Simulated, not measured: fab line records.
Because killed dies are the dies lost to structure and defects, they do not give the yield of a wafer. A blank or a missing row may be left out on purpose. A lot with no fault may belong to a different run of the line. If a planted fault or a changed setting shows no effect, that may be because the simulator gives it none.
Code-filled problem report in 8D (eight disciplines) form	flow gf180mcu	the parts of the form that need people (team, actions taken, sign-off) are left out

1. PROBLEM STATEMENT
Across 6 wafers from 2 lots, VT_IMPLANT_TW at GF_VT_IMPLANT_TW_MEAS_10 averages 581.9, while fault-free wafers read 560.0 with a standard deviation of 2.4. Relative to the usual mean, that is a shift of +9.1 standard deviations.
The first sign was on wafer L625.1 at day 9 09:35, on film metro-03. At this step, 39 wafers from 13 lots have a number in the record. Rule for "out", or "out of limits": more than 4 standard deviations from the usual mean. All remaining wafers that have a number are taken as sound.

2. WHAT IT IS AND WHAT IT IS NOT
question	is	is not
which readings at this step	VT_IMPLANT_TW	-
which lots	L625, L627	L611, L612, L614, L615, L618, L619, L620, L623, L624, L629, L633
which wafers of those lots	all that have a number	-
read on which gauges	film metro-03	film metro-01, film metro-04
when	from day 9 09:35	up to then (27 sound wafers); but 6 sound wafers of L629, L633 came after

3. WHAT RULES OUT EACH SUSPECT
Counting: a tool at a process step up to the reading stays a suspect if it ran every lot that is out and no sound lot after the first of them.
- the gauge at GF_VT_IMPLANT_TW_MEAS_10: ruled out. All the wafers that are out were read on film metro-03, but those of them that GF_VT_IMPLANT_IMPLANT_08 has rows for are out there too, on other tools.
- implanter-04 at GF_VT_IMPLANT_IMPLANT_08: kept. All lots that are out passed through it, beginning with L625 at day 9 09:20, and no sound lot followed; its final sound lot before that point was L623 at day 8 17:53. Its own dose ions cm2, faraday current uA readings are out on those wafers.
Remaining after the count: implanter-04 at GF_VT_IMPLANT_IMPLANT_08.

4. THE CAUSE (what the simulator had put in)
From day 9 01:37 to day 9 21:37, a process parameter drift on implanter-04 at GF_VT_IMPLANT_IMPLANT_08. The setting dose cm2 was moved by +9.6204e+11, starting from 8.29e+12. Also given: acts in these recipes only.
Counting left only this tool.

5. SEQUENCE OF EFFECTS, ordered by route
One row per reading whose mean, taken over the struck wafers that have a number, lies over 3 standard deviations from the usual. Scope: only readings with a usual standard deviation given in the record; hours: median across lots of the time from each lot's start at the first step in this table that gives one to its start at this step; sigmas: change in usual standard deviations.
hours	step	reading	usual	on struck wafers	change	sigmas
0	GF_VT_IMPLANT_IMPLANT_08	dose ions cm2	8.289e+12	9.258e+12	+9.695e+11	+99 or more
0	GF_VT_IMPLANT_IMPLANT_08	faraday current uA	46.8	52.5	+5.7	+5.8
0	GF_VT_IMPLANT_TW_MEAS_10	VT_IMPLANT_TW	560.0	581.9	+21.9	+9.1
The process steps in it:
- GF_VT_IMPLANT_IMPLANT_08
Later steps that measure or inspect, where all struck wafers having a row at the step show a number for every such reading and not one has moved that far: GF_SAB_THK_MEAS_01, GF_M1_THK_MEAS_06.

6. WHAT WOULD HAVE CAUGHT IT SOONER
The first out-of-limits reading at a measuring or inspecting step in this record came at day 9 09:35, 8 hours after the fault's start at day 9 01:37.
The tool's own readings at GF_VT_IMPLANT_IMPLANT_08 were out on every struck wafer that the step has a row for (dose ions cm2, faraday current uA): an alarm limit on them would have fired on the first of those.
Of the lots that are out (2), L627 began GF_VT_IMPLANT_IMPLANT_08 on implanter-04 after day 9 09:35. A tool hold placed at that time would have kept it from harm.
